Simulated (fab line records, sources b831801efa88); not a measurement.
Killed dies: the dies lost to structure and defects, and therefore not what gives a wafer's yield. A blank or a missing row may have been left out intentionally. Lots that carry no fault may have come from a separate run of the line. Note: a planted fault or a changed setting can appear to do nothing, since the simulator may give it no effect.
2 desks, one fault    flow sfq line    what lay behind the numbers comes last; until then each desk has only its own

== FROM THE METROLOGY DESK ==
What the gauges read, lot by lot, whatever tool the lot ran on: means of the sampled wafers that have a number. If a lot's mean is further than 4 standard deviations from the usual mean, the lot is out of limits and carries the mark OUT (the distance appears in the brackets).
Columns: A = L0V_OVL at SFQ_L0V_OVL_MEAS_903, usual 3 nm; B = M0_NB_RS at SFQ_M0_RS_MEAS_904, usual 0.893 ohm/sq; C = M0_OVL at SFQ_M0_OVL_MEAS_906, usual -2 nm; D = I0_BOW at SFQ_I0_BOW_MEAS_907, usual 2 um; E = I0_OVL at SFQ_I0_OVL_MEAS_908, usual -2 nm; F = M8_BOW at SFQ_M8_BOW_MEAS_951, usual 8 um
lot   first seen here  A   B                 C    D   E    F
L989  day 9 20:44      -5  0.895             6    -3  -2   -1
L992  day 10 11:08     6   0.873             -11  4   -11  8
L993  day 10 20:52     1   0.842 (-4.2) OUT  -5   4   -4   11
L100  day 13 23:22     0   0.896             -9   3   -7   3
L101  day 14 00:33     -2  0.876             -2   -1  -3   -9
L104  day 14 20:05     5   0.888             -4   3   3    -4
This desk's result: L993 out of limits, first on L993 (M0_NB_RS at SFQ_M0_RS_MEAS_904), day 10 21:54. Within limits: L989, L992, L100, L101, L104.

== THE TOOL OWNER'S DESK: pvd sputter-06 ==
The tool's own readings at SFQ_TRILAYER_M0_DEP_SPUTTER_019 (material Nb, target thk 200 nm, time 133.3 s): means of the sampled wafers that have a number, for each lot that ran on this tool. If a lot's mean is further than 4 standard deviations from the usual mean, the lot is out of limits and carries the mark OUT (the distance appears in the brackets).
Columns: A = cathode dc power W at SFQ_TRILAYER_M0_DEP_SPUTTER_019, usual 2000.0 W; B = throttle valve pct at SFQ_TRILAYER_M0_DEP_SPUTTER_019, usual 29.7 %
lot   first seen here  A                         B
L992  day 10 12:02     2065.1 (+99 or more) OUT  29.3
L993  day 10 21:46     2130.2 (+99 or more) OUT  29.5
L101  day 14 01:38     1999.7                    29.4
L104  day 14 21:01     2000.2                    29.4
This desk finds L992, L993 out of limits, L992 being first, at day 10 12:02 (cathode dc power W at SFQ_TRILAYER_M0_DEP_SPUTTER_019). Within limits: L101, L104.

== PUT TOGETHER ==
The tool owner's desk had the chance to raise an alarm at day 10 12:02 on L992, L993.
On L993, the metrology desk was in a position to raise an alarm at day 10 21:54.
The metrology desk holds a record of L992, inside its limits.
Every lot named ran SFQ_TRILAYER_M0_DEP_SPUTTER_019 on pvd sputter-06.

== WHAT THE SIMULATOR PUT IN ==
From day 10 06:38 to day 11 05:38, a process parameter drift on pvd sputter-06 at SFQ_TRILAYER_M0_DEP_SPUTTER_019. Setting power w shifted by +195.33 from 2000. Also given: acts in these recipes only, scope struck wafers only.
Shown lots that were struck: L992, L993.
Hours from the fault's start to each desk's first reading out of limits: the tool owner's desk, 5; the metrology desk, 15.
